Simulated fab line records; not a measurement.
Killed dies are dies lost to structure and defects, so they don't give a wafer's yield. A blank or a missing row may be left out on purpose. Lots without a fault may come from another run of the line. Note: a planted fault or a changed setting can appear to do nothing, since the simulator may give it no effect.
One fault seen from 2 desks	flow gf180mcu	what lay behind the numbers comes last; until then each desk has only its own

DESK OF THE TOOL OWNER: pvdSputter-01
The tool's own readings at GF_M1_SPUTTER_04 (material TiN, target thk 50 nm, time 41.7 s): means of the sampled wafers that have a number, for each lot that ran on this tool. Any lot whose mean is over 4 standard deviations away from the usual mean is out of limits and marked OUT; that distance is given in the brackets.
Columns: A = throttleValvePct at GF_M1_SPUTTER_04, usual 29.7 %
lot	first seen here	A
L514	day 17 08:06	29.2
L515	day 17 22:44	30.5
L523	day 20 16:43	29.5
L525	day 21 08:41	30.3
This desk found nothing out of limits on any of the 4 lots.

THE METROLOGY DESK
What the gauges read, lot by lot, whatever tool the lot ran on: means of the sampled wafers that have a number. Any lot whose mean is over 4 standard deviations away from the usual mean is out of limits and marked OUT; that distance is given in the brackets.
Columns: A = CONTACT_W_RS at GF_CONTACT_RS_MEAS_25, usual 0.384 ohm/sq; B = M1_ALCU_THK at GF_M1_THK_MEAS_06, usual 450 nm; C = M1_OVL at GF_M1_OVL_MEAS_15, usual 1 nm
lot	first seen here	A	B	C
L511	day 16 07:21	0.388	448	-7
L512	day 16 09:49	0.387	445	6
L514	day 17 07:20	0.386	448	4
L515	day 17 21:14	0.385	449	7
L519	day 18 23:58	0.381	449	-2
L523	day 20 16:05	0.384	434	7
L525	day 21 08:01	0.382	445	2
L526	day 21 19:11	0.383	454	1
L528	day 22 09:32	0.381	443	0
L531	day 23 12:11	0.384	455	-3
L532	day 23 14:59	0.383	451	8
L533	day 23 23:41	0.382	455	-2
L534	day 24 11:03	0.379	456	1
This desk found nothing out of limits on any of the 13 lots.

ALL TOGETHER
Nothing out of limits was seen by the tool owner's desk.
The metrology desk saw nothing out of limits.

WHAT WAS PUT IN BY THE SIMULATOR
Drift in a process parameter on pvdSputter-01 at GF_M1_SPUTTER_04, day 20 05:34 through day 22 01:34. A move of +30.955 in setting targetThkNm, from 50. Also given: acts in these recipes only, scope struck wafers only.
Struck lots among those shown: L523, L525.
